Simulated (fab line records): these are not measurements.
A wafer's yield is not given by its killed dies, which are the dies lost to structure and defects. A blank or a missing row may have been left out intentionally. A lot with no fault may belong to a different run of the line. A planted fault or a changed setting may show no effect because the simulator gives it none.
fab line records	flow sky130
record: lots: 10	wafers: 30	lastDay: 50
route steps=708 shown VIA1@472 METAL2@502 VIA2@508 PAD_OPEN@708
lots that met no fault: taken from a fault-free run of the same line
startH: hours from the record's opening day to when the first of the lot's shown wafers began	waitH: time in hours since the lot's previous step	" the same as in the row above	L1.1+2: one row covering several wafers at once	- value missing, or start not given	* or withheld: withheld	< > ~ a bound
route shown NAME@n: NAME is a module with steps in the file, n the number in the route of the first one	usual: average and standard deviation across the fault-free wafers	same: alike in all rows	chamber/n: place in a boat	sites: each site's reading	_std_site: standard deviation of those values	_edge_site: outer sites' mean less inner sites'	radiusMm: for every site, how far away it sits from the centre of the wafer	mask NAME#n: copy n	behind: the last tool/chamber to shape the wafer	hold: why the lot went on hold/how many hours it stayed there/how the hold came to an end	device: which transistor (n, p or np) failed to switch	end of line: the tests these same wafers got at the end of their route	for a step that has no rows: nothing shown but its recipe	killed: at the first sort, the dies lost to defects and structure; wafer yield is something else	map: dies across one wafer; x = killed, . = not, _ = none there
set.NAME: the setting that was run; set.NAME@STEP: the one run at that earlier step	model.NAME: the simulator's own value behind a step, which no gauge read
steps of the route over a sample of lots; a table a step, a row a wafer
services: a tool's chamber out of use, with start hour (startH, from the record's first day; less than 0 if before it), hours out, and reason
== steps ==
step: SKY_VIA1_ETCH_14
recipe: chemistry: N2/H2	target: BARC	ionEnergyEv: 200	sourceW: 500	biasW: 100	pressureMtorr: 30	n2FlowSccm: 100	h2FlowSccm: 200	stopOn: SiO2	timeS: 45.9	targetDepthA: 600
usual: biasW: 100.00/0.3	drypumpMotorCurrentA: 5.7/0.56	oesProductAu: 0.855/0.005	throttleValvePct: 13.225/0.0091
lot.wafer	tool	chamber	startH	waitH	biasW	drypumpMotorCurrentA	oesProductAu	rfHoursCounterH	throttleValvePct
L948.1	rieDiel-04	1	813.56	0.0	100.36	5.0	0.864	17	13.226
L948.2	"	3	"	"	100.43	5.2	0.850	10	13.219
L948.5	"	1	"	"	100.33	5.0	0.859	-	13.226
L949.2	rieDiel-04	1	822.85	0.0	99.48	5.0	0.851	17	13.229
L949.3	"	3	"	"	100.32	5.2	0.851	10	13.216
L949.5	"	1	"	"	99.70	5.1	0.853	-	13.216
L950.1	rieDiel-02	0	823.49	0.0	100.21	6.2	0.863	4	13.228
L950.2	"	2	"	"	99.68	5.5	0.859	9	13.213
L950.6	"	1	"	"	100.25	4.8	0.855	-	13.239
L953.1	rieDiel-04	0	857.16	0.0	100.12	6.1	0.860	14	13.222
L953.3	"	1	"	"	100.04	5.0	0.859	18	13.216
L953.5	"	0	"	"	99.63	6.1	0.849	-	13.230
L954.4	rieDiel-03	1	859.85	0.0	99.73	6.7	0.851	6	13.229
L954.5	"	1	"	"	99.72	6.7	0.862	-	13.219
L954.6	"	2	"	"	99.51	5.7	0.861	-	13.219
L956.1	rieDiel-04	0	870.71	0.0	99.83	6.1	0.852	14	13.229
L956.3	"	1	"	"	99.88	5.0	0.849	19	13.228
L956.5	"	0	"	"	99.69	6.1	0.857	-	13.226
L959.4	rieDiel-03	1	896.74	0.0	99.56	6.7	0.858	8	13.222
L959.5	"	2	"	"	99.80	5.7	0.850	-	13.234
L959.6	"	1	"	"	99.97	6.7	0.855	-	13.233
L960.1	rieDiel-04	2	900.95	0.0	99.87	5.9	0.860	2	13.232
L960.3	"	1	"	"	99.76	5.0	0.868	19	13.227
L960.6	"	2	"	"	100.09	5.9	0.856	-	13.247
L968.1	rieDiel-04	2	967.66	0.0	100.31	5.9	0.854	4	13.193
L968.5	"	3	"	"	100.00	5.2	0.856	-	13.222
L968.6	"	0	"	"	100.16	6.1	0.852	-	13.214
L969.3	rieDiel-03	0	974.04	0.0	100.44	5.7	0.849	13	13.213
L969.4	"	3	"	"	99.66	6.4	0.858	7	13.236
L969.5	"	1	"	"	99.66	6.6	0.848	-	13.225
step: SKY_VIA1_ETCH_15
recipe: target: SiO2	chemistry: C4F8/O2/Ar	targetDepthNm: 351	stopOn: TiN	maskMaterial: KrF-thick	sourceW: 1500	biasW: 1200	pressureMtorr: 40	c4f8FlowSccm: withheld	O2_flow_sccm: 6	Ar_flow_sccm: 300	timeS: 54
usual: biasW: 1200/3.5	oesProductAu: 0.978/0.0077
lot.wafer	tool	chamber	startH	waitH	biasW	oesProductAu	rfHoursCounterH
L948.1	rieDiel-04	1	813.60	0.0	1202	0.979	17
L948.2	"	3	"	"	1197	0.975	10
L948.5	"	1	"	"	1198	0.983	-
L949.2	rieDiel-04	1	822.89	0.0	1210	0.978	17
L949.3	"	3	"	"	1198	0.968	10
L949.5	"	1	"	"	1199	0.977	-
L950.1	rieDiel-02	0	823.53	0.0	1199	0.962	5
L950.2	"	2	"	"	1191	0.978	9
L950.6	"	1	"	"	1201	0.961	-
L953.1	rieDiel-04	0	857.20	0.0	1202	0.986	14
L953.3	"	1	"	"	1206	0.982	18
L953.5	"	0	"	"	1199	0.984	-
L954.4	rieDiel-03	1	859.89	0.0	1200	0.975	6
L954.5	"	1	"	"	1197	0.980	-
L954.6	"	2	"	"	1193	0.979	-
L956.1	rieDiel-04	0	870.75	0.0	1198	0.983	14
L956.3	"	1	"	"	1192	0.971	19
L956.5	"	0	"	"	1201	0.982	-
L959.4	rieDiel-03	1	896.78	0.0	1204	0.980	8
L959.5	"	2	"	"	1193	0.985	-
L959.6	"	1	"	"	1202	0.991	-
L960.1	rieDiel-04	2	900.99	0.0	1209	0.968	2
L960.3	"	1	"	"	1198	0.985	19
L960.6	"	2	"	"	1201	0.975	-
L968.1	rieDiel-04	2	967.70	0.0	1201	0.973	4
L968.5	"	3	"	"	1201	0.970	-
L968.6	"	0	"	"	1204	0.984	-
L969.3	rieDiel-03	0	974.08	0.0	1196	0.984	13
L969.4	"	3	"	"	1197	0.979	7
L969.5	"	1	"	"	1198	0.984	-
step: SKY_METAL2_METAL_ETCH_19
recipe: targetDepthA: 3600	stopOn: SiO2	overEtchFrac: 0.3	timeS: 78	chemistry: Cl2/BCl3	resistSidewallDeg: 88	pressureMtorr: 10	icpW: 900	biasW: 48.5	Cl2_flow_sccm: 60	bcl3FlowSccm: 30
usual: biasW: 48.51/0.16	drypumpMotorCurrentA: 5.9/0.49	heBacksideLeakSccm: 3.35/0.16	oesProductAu: 0.854/0.0069	throttleValvePct: 22.264/0.0087
lot.wafer	tool	chamber	startH	waitH	biasW	drypumpMotorCurrentA	heBacksideLeakSccm	oesProductAu	rfHoursCounterH	throttleValvePct
L948.1	rieMetal-02	0	841.74	0.0	48.36	5.8	3.30	0.850	15	22.275
L948.2	"	1	"	"	48.15	5.5	3.41	0.849	11	22.277
L948.5	"	0	"	"	48.33	5.8	3.33	0.856	-	22.277
L949.2	rieMetal-04	1	850.67	0.1	48.49	5.6	3.54	0.842	-	22.258
L949.3	"	1	"	"	48.60	5.6	3.52	0.849	-	22.252
L949.5	"	1	"	"	48.49	5.7	3.55	0.852	-	22.256
L950.1	rieMetal-03	1	851.19	0.0	48.56	5.4	3.20	0.852	4	22.249
L950.2	"	0	"	"	48.34	5.6	3.11	0.863	0	22.278
L950.6	"	0	"	"	48.57	5.7	3.38	0.860	-	22.244
L953.1	rieMetal-02	1	885.90	0.0	48.46	5.4	3.65	0.845	14	22.270
L953.3	"	0	"	"	48.58	5.8	3.34	0.854	-	22.262
L953.5	"	0	"	"	48.49	5.8	3.35	0.853	-	22.263
L954.4	rieMetal-04	0	887.65	0.1	48.83	6.8	3.37	0.865	-	22.266
L954.5	"	1	"	"	48.63	5.6	3.59	0.847	-	22.264
L954.6	"	0	"	"	48.90	6.8	3.26	0.852	-	22.265
L956.1	rieMetal-04	0	898.64	0.0	48.71	6.8	3.44	0.854	3	22.255
L956.3	"	0	"	"	48.70	6.8	3.54	0.843	-	22.272
L956.5	"	1	"	"	48.42	5.6	3.25	0.852	-	22.271
L959.4	rieMetal-04	1	923.27	0.1	60.39	5.6	3.53	0.850	-	22.269
L959.5	"	1	"	"	60.47	5.6	3.49	0.849	-	22.261
L959.6	"	0	"	"	48.47	6.8	3.37	0.850	-	22.274
L960.1	rieMetal-04	1	926.93	0.0	60.73	5.6	3.32	0.842	7	22.265
L960.3	"	1	"	"	60.40	5.6	3.27	0.844	-	22.260
L960.6	"	0	"	"	48.72	6.8	3.10	0.845	-	22.284
L968.1	rieMetal-03	0	993.14	0.0	48.38	5.6	3.00	0.852	8	22.258
L968.5	"	0	"	"	48.47	5.6	2.91	0.851	-	22.255
L968.6	"	1	"	"	48.52	5.4	3.27	0.855	-	22.251
L969.3	rieMetal-04	1	999.61	0.1	48.34	5.6	3.37	0.854	-	22.261
L969.4	"	0	"	"	48.60	6.8	3.37	0.853	-	22.272
L969.5	"	0	"	"	48.56	6.8	3.35	0.853	-	22.257
step: SKY_METAL2_STRIP_20
recipe: chemistry: O2/N2	powerW: 1400	pressureMtorr: 1500	platenTempC: withheld	o2FlowSccm: 3000	n2FlowSccm: 300	overashFraction: 0.5
usual: drypumpMotorCurrentA: 5.92/0.27	oesProductAu: 0.343/0.0057	stripTimeToEndpointS: 2.71/0.049
lot.wafer	tool	chamber	startH	waitH	drypumpMotorCurrentA	oesProductAu	rfHoursCounterH	stripTimeToEndpointS
L948.1	plasmaAsher-03	1	841.83	0.1	6.20	0.333	70	2.70
L948.2	"	0	"	"	5.70	0.336	70	2.65
L948.5	"	0	"	"	5.71	0.343	-	2.71
L949.2	plasmaAsher-03	0	850.82	0.1	5.71	0.342	71	2.64
L949.3	"	1	"	"	6.17	0.338	-	2.63
L949.5	"	1	"	"	6.20	0.341	-	2.66
L950.1	plasmaAsher-04	1	851.28	0.1	6.10	0.347	42	2.71
L950.2	"	0	"	"	6.21	0.346	42	2.69
L950.6	"	0	"	"	6.27	0.348	-	2.67
L953.1	plasmaAsher-01	1	885.99	0.1	5.47	0.343	13	2.69
L953.3	"	1	"	"	5.44	0.355	-	2.81
L953.5	"	1	"	"	5.47	0.346	-	2.81
L954.4	plasmaAsher-01	1	887.74	0.1	5.48	0.346	-	2.74
L954.5	"	0	"	"	5.81	0.342	-	2.64
L954.6	"	1	"	"	5.49	0.337	-	2.74
L956.1	plasmaAsher-03	1	898.73	0.1	6.19	0.350	76	2.70
L956.3	"	0	"	"	5.72	0.343	-	2.74
L956.5	"	1	"	"	6.17	0.347	-	2.67
L959.4	plasmaAsher-04	1	923.36	0.1	6.12	0.337	-	2.42
L959.5	"	1	"	"	6.10	0.331	-	2.44
L959.6	"	0	"	"	6.25	0.344	-	2.74
L960.1	plasmaAsher-01	1	927.02	0.1	5.49	0.326	17	2.43
L960.3	"	0	"	"	5.80	0.330	-	2.40
L960.6	"	1	"	"	5.49	0.336	-	2.74
L968.1	plasmaAsher-03	1	993.23	0.1	6.19	0.343	86	2.67
L968.5	"	0	"	"	5.72	0.349	-	2.69
L968.6	"	1	"	"	6.17	0.341	-	2.71
L969.3	plasmaAsher-03	1	999.71	0.1	6.18	0.336	-	2.65
L969.4	"	0	"	"	5.71	0.343	-	2.69
L969.5	"	1	"	"	6.20	0.345	-	2.69
step: SKY_VIA2_THK_MEAS_01
recipe: reads: SiO2_of_VIA2_HDPCVD_00
usual: VIA2_HDPCVD_THK: 1175/16
lot.wafer	tool	chamber	startH	waitH	VIA2_HDPCVD_THK[nm]
L948.1	filmMetro-02	-	842.56	0.1	1178
L948.2	"	-	"	"	1150
L948.5	"	-	"	"	1165
L949.2	filmMetro-04	-	851.54	0.1	1206
L949.3	"	-	"	"	1170
L949.5	"	-	"	"	1180
L950.1	filmMetro-04	-	852.00	0.1	1150
L950.2	"	-	"	"	1164
L950.6	"	-	"	"	1192
L953.1	filmMetro-02	-	886.70	0.1	1198
L953.3	"	-	"	"	1164
L953.5	"	-	"	"	1174
L954.4	filmMetro-04	-	888.46	0.0	1153
L954.5	"	-	"	"	1202
L954.6	"	-	"	"	1159
L956.1	filmMetro-04	-	899.45	0.1	1157
L956.3	"	-	"	"	1179
L956.5	"	-	"	"	1172
L959.4	filmMetro-04	-	924.12	0.0	1177
L959.5	"	-	"	"	1185
L959.6	"	-	"	"	1153
L960.1	filmMetro-02	-	927.74	0.1	1163
L960.3	"	-	"	"	1162
L960.6	"	-	"	"	1160
L968.1	filmMetro-02	-	993.95	0.1	1187
L968.5	"	-	"	"	1192
L968.6	"	-	"	"	1175
L969.3	filmMetro-04	-	1000.56	0.1	1192
L969.4	"	-	"	"	1207
L969.5	"	-	"	"	1186
step: SKY_PAD_OPEN_PROBE_99
usual: defectLimitedYield: 82.5/2	killed_at_M0_to_M3: 43/6.8	killed_at_M4_up: 3.3/2.1	killedAtContacts: 24/5	killedAtFrontEnd: 15/4.4	killedAtOther: 0.3/0.57	killedDies: 86/9.7	killedOpen: 47/7.3	killedShort: 39/6.1	sort_bin_3_pad_short: 0.8/0.38	sort_bin_5_function: 10.5/1.5	sort_bin_6_memory: 6.2/1.1	sortNPass: 406/9.7	sortYieldPct: 82.5/2
same: grossDies: 492	killedAtBackSide: 0	sort_bin_4_leakage[%]: 0	sort_bin_8_speed[%]: 0
lot.wafer	tool	chamber	startH	waitH	defectLimitedYield[%]	killed_at_M0_to_M3	killed_at_M4_up	killedAtContacts	killedAtFrontEnd	killedAtOther	killedDies	killedOpen	killedShort	sort_bin_3_pad_short[%]	sort_bin_5_function[%]	sort_bin_6_memory[%]	sortNPass	sortYieldPct[%]
L948.1	prober-02	-	1093.67	0.1	84.8	40	2	16	17	0	75	36	39	0.4	8.9	5.9	417	84.8
L948.2	prober-02	-	1093.72	0.1	81.7	54	3	22	11	0	90	42	48	0.2	11.2	6.9	402	81.7
L948.5	prober-02	-	1093.87	0.2	83.5	43	5	20	13	0	81	50	31	0.8	9.3	6.3	411	83.5
L949.2	prober-01	-	1103.26	0.1	82.1	44	3	22	18	1	88	54	32	0.8	12.4	4.7	404	82.1
L950.1	prober-02	-	1103.59	0.1	82.7	43	1	22	19	0	85	41	43	1.0	9.1	7.1	407	82.7
L950.2	prober-02	-	1103.64	0.1	83.9	47	1	20	11	0	79	41	37	1.2	9.1	5.7	413	83.9
L950.6	prober-02	-	1103.84	0.2	82.3	38	7	29	13	0	87	39	48	1.2	10.2	6.3	405	82.3
L953.1	prober-01	-	1128.77	0.1	84.8	33	2	20	19	1	75	33	41	0.6	10.4	4.3	417	84.8
L953.3	prober-01	-	1128.87	0.2	82.3	47	4	19	17	0	87	36	50	0.6	10.8	6.3	405	82.3
L953.5	prober-01	-	1128.97	0.2	84.8	38	3	23	11	0	75	40	34	0.8	8.9	5.5	417	84.8
L954.4	prober-02	-	1130.16	0.2	80.1	62	3	24	9	0	98	65	33	0.4	13.2	6.3	394	80.1
L954.5	prober-02	-	1130.21	0.2	83.9	44	0	21	14	0	79	41	34	1.4	9.6	5.1	413	83.9
L954.6	prober-02	-	1130.26	0.2	82.7	48	0	26	11	0	85	47	38	0.4	10.4	6.5	407	82.7
L956.1	prober-02	-	1137.16	0.1	82.3	39	5	26	15	2	87	50	36	0.8	10.4	6.5	405	82.3
L956.3	prober-02	-	1137.26	0.2	80.3	49	0	32	16	0	97	61	36	1.2	10.8	7.7	395	80.3
L956.5	prober-02	-	1137.36	0.2	78.7	59	3	26	16	1	105	57	48	1.2	11.2	8.9	387	78.7
L959.4	prober-01	-	1154.90	0.2	81.3	54	3	27	8	0	92	43	49	1.4	9.1	8.1	400	81.3
L959.5	prober-01	-	1154.95	0.2	81.7	32	3	35	20	0	90	45	45	1.4	9.1	7.7	402	81.7
L959.6	prober-01	-	1155.00	0.2	82.5	49	3	26	7	1	86	49	35	0.8	9.8	6.9	406	82.5
L960.1	prober-02	-	1157.32	0.1	81.9	39	3	30	17	0	89	38	50	0.8	9.8	7.5	403	81.9
L960.3	prober-02	-	1157.42	0.2	80.9	49	3	24	18	0	94	50	44	0.8	13.8	4.5	398	80.9
L960.6	prober-02	-	1157.57	0.2	81.1	47	3	25	18	0	93	50	42	0.8	10.6	7.5	399	81.1
L968.1	prober-02	-	1204.03	0.1	81.1	41	6	27	19	0	93	58	35	1.0	10.8	7.1	399	81.1
L968.5	prober-02	-	1204.23	0.2	84.1	46	0	18	14	0	78	44	34	0.2	10.0	5.7	414	84.1
L968.6	prober-02	-	1204.28	0.2	79.9	58	5	20	16	0	99	49	50	1.0	12.6	6.5	393	79.9
L969.3	prober-01	-	1206.56	0.2	77.0	54	6	31	21	1	113	71	41	1.8	13.0	8.1	379	77.0
L969.4	prober-01	-	1206.61	0.2	80.9	46	2	22	24	0	94	50	44	1.0	11.2	6.9	398	80.9
L969.5	prober-01	-	1206.66	0.2	80.9	36	3	39	15	1	94	51	42	1.2	12.0	5.9	398	80.9
killed by level:class
L948.1 METAL1:geometricParticle:short=9 VIA3:geometricParticle:open=6 FIELD_ISO:geometricParticle:open=5 FIELD_ISO:geometricParticle:short=5 LI_CONTACT:geometricParticle:open=5 VIA1:geometricParticle:open=5 METAL2:geometricParticle:short=5 LOCAL_INTERCONNECT:geometricParticle:short=4
L948.2 VIA1:geometricParticle:open=14 METAL1:geometricParticle:short=9 LOCAL_INTERCONNECT:geometricParticle:short=7 CONTACT:geometricParticle:open=7 VIA1:geometricParticle:short=5 METAL2:geometricParticle:short=5 VIA2:geometricParticle:open=5 FIELD_ISO:geometricParticle:short=4
L948.5 VIA1:geometricParticle:open=13 CONTACT:geometricParticle:open=9 POLY_GATE:geometricParticle:open=6 VIA3:geometricParticle:open=6 LOCAL_INTERCONNECT:geometricParticle:short=5 METAL1:geometricParticle:short=5 VIA2:geometricParticle:open=5 METAL4:geometricParticle:short=3
L949.2 VIA1:geometricParticle:open=10 VIA2:geometricParticle:open=7 VIA3:geometricParticle:open=7 FIELD_ISO:geometricParticle:short=6 LI_CONTACT:geometricParticle:open=6 CONTACT:geometricParticle:open=6 FIELD_ISO:geometricParticle:open=5 LOCAL_INTERCONNECT:geometricParticle:short=5
L950.1 VIA3:geometricParticle:open=11 CONTACT:geometricParticle:open=8 LI_CONTACT:geometricParticle:open=5 CONTACT:geometricParticle:short=5 METAL1:geometricParticle:short=5 VIA1:geometricParticle:short=5 METAL3:geometricParticle:short=5 POLY_GATE:geometricParticle:open=4
L950.2 VIA1:geometricParticle:open=12 METAL1:geometricParticle:short=6 VIA2:geometricParticle:open=6 VIA3:geometricParticle:open=6 CONTACT:geometricParticle:open=5 LI_CONTACT:geometricParticle:open=5 LOCAL_INTERCONNECT:geometricParticle:short=5 VIA3:geometricParticle:short=5
L950.6 CONTACT:geometricParticle:open=13 CONTACT:geometricParticle:short=7 VIA1:geometricParticle:open=7 VIA2:geometricParticle:open=7 VIA3:geometricParticle:short=7 FIELD_ISO:geometricParticle:short=5 METAL4:geometricParticle:short=5 POLY_GATE:geometricParticle:short=4
L953.1 CONTACT:geometricParticle:open=10 VIA1:geometricParticle:open=7 FIELD_ISO:geometricParticle:short=6 CONTACT:geometricParticle:short=5 METAL1:geometricParticle:short=5 METAL2:geometricParticle:short=4 VIA2:geometricParticle:short=4 VIA3:geometricParticle:short=4
L953.3 METAL2:geometricParticle:short=12 VIA3:geometricParticle:open=8 VIA1:geometricParticle:open=7 LOCAL_INTERCONNECT:geometricParticle:short=6 CONTACT:geometricParticle:open=5 VIA1:geometricParticle:short=5 FIELD_ISO:geometricParticle:short=4 POLY_GATE:geometricParticle:short=4
L953.5 CONTACT:geometricParticle:open=9 VIA1:geometricParticle:open=9 VIA1:geometricParticle:short=6 VIA2:geometricParticle:open=5 VIA3:geometricParticle:open=5 LOCAL_INTERCONNECT:geometricParticle:short=4 FIELD_ISO:geometricParticle:short=3 POLY_GATE:geometricParticle:short=3
L954.4 VIA2:geometricParticle:open=15 VIA1:geometricParticle:open=11 LI_CONTACT:geometricParticle:open=8 VIA3:geometricParticle:open=8 CONTACT:geometricParticle:open=7 METAL1:geometricParticle:short=7 CONTACT:geometricParticle:short=5 METAL2:geometricParticle:short=5
L954.5 VIA1:geometricParticle:open=12 VIA2:geometricParticle:open=12 CONTACT:geometricParticle:open=7 LOCAL_INTERCONNECT:geometricParticle:short=5 CONTACT:geometricParticle:short=5 VIA2:geometricParticle:short=5 METAL1:geometricParticle:short=4 POLY_GATE:areaEtch=4
L954.6 METAL1:geometricParticle:short=11 VIA2:geometricParticle:open=11 CONTACT:geometricParticle:open=8 VIA1:geometricParticle:open=8 LOCAL_INTERCONNECT:geometricParticle:short=7 FIELD_ISO:geometricParticle:open=6 LI_CONTACT:geometricParticle:open=5 METAL2:geometricParticle:short=5
L956.1 LI_CONTACT:geometricParticle:open=11 CONTACT:geometricParticle:open=8 METAL2:geometricParticle:short=7 VIA2:geometricParticle:open=7 VIA1:geometricParticle:open=6 FIELD_ISO:geometricParticle:open=5 VIA1:geometricParticle:short=4 FIELD_ISO:geometricParticle:short=4
L956.3 LI_CONTACT:geometricParticle:open=12 CONTACT:geometricParticle:open=9 METAL2:geometricParticle:short=9 VIA3:geometricParticle:open=8 VIA2:geometricParticle:open=8 VIA1:geometricParticle:open=7 FIELD_ISO:geometricParticle:open=5 VIA2:geometricParticle:short=4
L956.5 VIA1:geometricParticle:open=12 CONTACT:geometricParticle:open=9 VIA3:geometricParticle:open=9 FIELD_ISO:geometricParticle:open=6 METAL3:geometricParticle:short=6 VIA2:geometricParticle:short=6 METAL2:geometricParticle:open=6 METAL2:geometricParticle:short=6
L959.4 METAL2:geometricParticle:short=10 METAL1:geometricParticle:short=9 VIA2:geometricParticle:open=7 LI_CONTACT:geometricParticle:open=6 VIA1:geometricParticle:open=6 LOCAL_INTERCONNECT:geometricParticle:short=5 LOCAL_INTERCONNECT:geometricParticle:open=5 METAL1:geometricParticle:open=5
L959.5 LOCAL_INTERCONNECT:geometricParticle:short=10 CONTACT:geometricParticle:open=8 LI_CONTACT:geometricParticle:open=8 VIA1:geometricParticle:open=7 FIELD_ISO:geometricParticle:open=6 POLY_GATE:geometricParticle:open=6 VIA1:geometricParticle:short=5 CONTACT:geometricParticle:short=5
L959.6 VIA3:geometricParticle:open=12 LI_CONTACT:geometricParticle:open=9 VIA2:geometricParticle:open=9 LOCAL_INTERCONNECT:geometricParticle:short=6 METAL1:geometricParticle:short=6 CONTACT:geometricParticle:open=5 CONTACT:geometricParticle:short=4 VIA3:geometricParticle:short=4
L960.1 CONTACT:geometricParticle:open=10 CONTACT:geometricParticle:short=9 METAL2:geometricParticle:short=7 FIELD_ISO:geometricParticle:short=6 VIA1:geometricParticle:short=6 VIA3:geometricParticle:open=6 LI_CONTACT:geometricParticle:open=5 METAL1:geometricParticle:short=5
L960.3 VIA1:geometricParticle:open=14 CONTACT:geometricParticle:open=9 CONTACT:geometricParticle:short=7 VIA2:geometricParticle:open=7 VIA3:geometricParticle:open=6 METAL1:geometricParticle:short=5 METAL2:geometricParticle:short=5 POLY_GATE:geometricParticle:short=4
L960.6 CONTACT:geometricParticle:open=14 VIA2:geometricParticle:open=9 VIA1:geometricParticle:open=8 METAL2:geometricParticle:short=6 VIA2:geometricParticle:short=6 CONTACT:geometricParticle:short=5 VIA3:geometricParticle:open=5 POLY_GATE:geometricParticle:open=4
L968.1 CONTACT:geometricParticle:open=10 VIA2:geometricParticle:open=10 VIA1:geometricParticle:open=10 LI_CONTACT:geometricParticle:open=8 VIA3:geometricParticle:open=6 METAL4:geometricParticle:short=6 FIELD_ISO:geometricParticle:open=4 POLY_GATE:geometricParticle:open=4
L968.5 VIA3:geometricParticle:open=10 VIA2:geometricParticle:open=9 VIA1:geometricParticle:open=9 LI_CONTACT:geometricParticle:open=6 LOCAL_INTERCONNECT:geometricParticle:short=5 VIA1:geometricParticle:short=5 POLY_GATE:geometricParticle:open=4 METAL1:geometricParticle:short=4
L968.6 VIA1:geometricParticle:open=11 CONTACT:geometricParticle:open=9 METAL1:geometricParticle:short=9 VIA3:geometricParticle:open=9 VIA2:geometricParticle:open=7 VIA1:geometricParticle:short=6 METAL3:geometricParticle:short=5 FIELD_ISO:geometricParticle:open=4
L969.3 VIA1:geometricParticle:open=14 LI_CONTACT:geometricParticle:open=12 CONTACT:geometricParticle:open=11 VIA2:geometricParticle:open=10 VIA3:geometricParticle:open=7 METAL1:geometricParticle:short=7 FIELD_ISO:geometricParticle:short=6 POLY_GATE:geometricParticle:short=6
L969.4 VIA1:geometricParticle:open=9 CONTACT:geometricParticle:open=7 POLY_GATE:geometricParticle:open=7 LI_CONTACT:geometricParticle:open=6 METAL1:geometricParticle:short=6 METAL2:geometricParticle:short=6 FIELD_ISO:geometricParticle:short=5 VIA1:geometricParticle:short=5
L969.5 CONTACT:geometricParticle:open=16 CONTACT:geometricParticle:short=10 VIA2:geometricParticle:open=7 VIA1:geometricParticle:open=6 VIA2:geometricParticle:short=6 LI_CONTACT:geometricParticle:open=5 VIA3:geometricParticle:short=5 POLY_GATE:geometricParticle:open=4
== services ==
tool	chamber	startH	hours	kind
plasmaAsher-04	-	801.75	8.8	repair
rieMetal-03	-	805.21	2.6	repair
rieDiel-02	3	805.75	4.0	repair
rieDiel-04	2	808.00	-	clean
rieDiel-04	2	808.00	15.8	scheduledDown
rieDiel-04	2	808.00	15.8	ventCycle
rieMetal-04	-	818.16	14.6	pm
rieMetal-03	0	824.18	-	clean
rieMetal-03	0	824.18	17.6	scheduledDown
rieMetal-04	0	833.11	7.9	repair
rieMetal-03	-	848.11	0.2	repair
rieMetal-04	0	848.79	24.9	repair
rieDiel-04	3	854.69	5.0	repair
rieMetal-04	-	857.75	1.4	pm
rieDiel-02	0	867.02	15.2	repair
rieDiel-03	2	883.02	6.7	repair
plasmaAsher-04	-	884.83	2.8	pm
rieDiel-04	-	910.03	2.8	pm
rieMetal-04	-	951.85	13.3	repair
plasmaAsher-01	-	952.92	3.6	repair
plasmaAsher-01	-	955.31	19.0	repair
plasmaAsher-03	-	960.26	0.6	repair
plasmaAsher-01	-	961.11	3.3	repair
plasmaAsher-03	-	988.68	2.8	pm
== key ==
firstSign: step: SKY_METAL2_METAL_ETCH_19	reading: biasW	direction: up	sigmas: 77	usual: 48.51	struck: 60.49
effect: step: SKY_METAL2_STRIP_20	reading: stripTimeToEndpointS	direction: down	sigmas: 5.8	usual: *	struck: *
metAt SKY_METAL2_METAL_ETCH_19
struckLots L959,L960
struckWafers L959.4,L959.5,L960.1,L960.3
notActingAt SKY_VIA1_ETCH_14,SKY_VIA1_ETCH_15,SKY_VIA2_THK_MEAS_01
onsetBetween 898.64 923.27
fault: kind: processParameterDrift	tool: rieMetal-04	chamber: 1	onsetH: 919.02	steps: SKY_METAL2_METAL_ETCH_19	channel: biasW	offset: 11.957	shape: step	endH: 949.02	actsIn: theseRecipesOnly	stated: 48.5
